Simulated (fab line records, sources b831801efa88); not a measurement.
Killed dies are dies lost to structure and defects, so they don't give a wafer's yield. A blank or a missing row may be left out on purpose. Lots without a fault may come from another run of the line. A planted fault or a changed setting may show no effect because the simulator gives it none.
Split-lot experiment | flow gf180mcu | 5 lots, 23 wafers read, on a route of 602 steps

THE SPLIT
At GF_STI_CVD_03 (deposits Si3N4 from DCS/NH3, target thk 207.16 nm, time 3551 s), the setting time_s was moved away from the recipe's 3551 s on 20 of the 23 wafers read, by -9.0% to +14.4%. The other wafers ran this setting at the recipe's value.

FROM THE SPLIT TO THE READING: what the file shows between them, 1 step
- GF_STI_THK_MEAS_04

THE READING
oes_product_au, in a.u., at GF_STI_ETCH_13 (etches the open film in CHF3/O2, stops on Si, target depth 282.31 nm, time 112.9 s). Fault-free wafers of this fab line usually give 0.830 a.u., standard deviation 0.0073 a.u..

wafer  | tool, chamber at the split | time_s as run, s | against the recipe | oes_product_au, a.u. | against lot-mates on the recipe
L074.3 | lpcvd-01, 0                | 3551             | recipe             | 0.818                | -
L074.4 | lpcvd-01, 0                | 3551             | recipe             | 0.824                | -
L074.5 | lpcvd-01, 0                | 3551             | recipe             | 0.824                | -
L079.1 | -, -                       | 3233             | -9.0%              | 0.764                | no lot-mate on the recipe
L079.3 | -, -                       | 3233             | -9.0%              | 0.760                | no lot-mate on the recipe
L079.4 | -, -                       | 3233             | -9.0%              | 0.767                | no lot-mate on the recipe
L079.5 | -, -                       | 3233             | -9.0%              | 0.785                | no lot-mate on the recipe
L079.6 | -, -                       | 3233             | -9.0%              | 0.798                | no lot-mate on the recipe
L080.1 | -, -                       | 4062             | +14.4%             | 0.886                | no lot-mate on the recipe
L080.2 | -, -                       | 4062             | +14.4%             | 0.880                | no lot-mate on the recipe
L080.3 | -, -                       | 4062             | +14.4%             | 0.881                | no lot-mate on the recipe
L080.5 | -, -                       | 4062             | +14.4%             | 0.888                | no lot-mate on the recipe
L080.6 | -, -                       | 4062             | +14.4%             | 0.897                | no lot-mate on the recipe
L081.1 | -, -                       | 3797             | +6.9%              | 0.852                | no lot-mate on the recipe
L081.3 | -, -                       | 3797             | +6.9%              | 0.862                | no lot-mate on the recipe
L081.4 | -, -                       | 3797             | +6.9%              | 0.872                | no lot-mate on the recipe
L081.5 | -, -                       | 3797             | +6.9%              | 0.870                | no lot-mate on the recipe
L081.6 | -, -                       | 3797             | +6.9%              | 0.867                | no lot-mate on the recipe
L082.2 | -, -                       | 3795             | +6.9%              | 0.842                | no lot-mate on the recipe
L082.3 | -, -                       | 3795             | +6.9%              | 0.860                | no lot-mate on the recipe
L082.4 | -, -                       | 3795             | +6.9%              | 0.851                | no lot-mate on the recipe
L082.5 | -, -                       | 3795             | +6.9%              | 0.847                | no lot-mate on the recipe
L082.6 | -, -                       | 3795             | +6.9%              | 0.857                | no lot-mate on the recipe

THE FIT
A straight line over all 23 wafers: oes_product_au changes by +0.00488 a.u. for each +1% of time_s; r = +0.97; the points scatter about the line by 0.011 a.u..
Too few moved wafers have a lot-mate on the recipe to fit a line with each lot's own level taken away.

THE WHOLE CHAIN: every reading that the file lists as answering this split, in the file's order
step               | what it does                                                                       | reading                                                                     | change (the file's fit)                   | r (the file's)
GF_STI_CVD_03      | deposits Si3N4 from DCS/NH3, target thk 207.16 nm, time 3551 s                     | Si3N4_of_STI_CVD_03.thk_nm (the simulator's own value, which no gauge read) | +2.05 nm for each +1% of the setting      | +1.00
GF_STI_THK_MEAS_04 |                                                                                    | STI_CVD_03_THK                                                              | +2.05 for each +1% of the setting         | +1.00
GF_STI_ETCH_13     | etches the open film in CHF3/O2, stops on Si, target depth 282.31 nm, time 112.9 s | oes_product_au                                                              | +0.00487 a.u. for each +1% of the setting | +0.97
GF_STI_ETCH_13     | etches the open film in CHF3/O2, stops on Si, target depth 282.31 nm, time 112.9 s | etch.depth_nm (the simulator's own value, which no gauge read)              | +1.9 nm for each +1% of the setting       | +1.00

THE FILE'S OWN FIT
oes_product_au changes by +0.00487 a.u. for each +1% of time_s, r = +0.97.
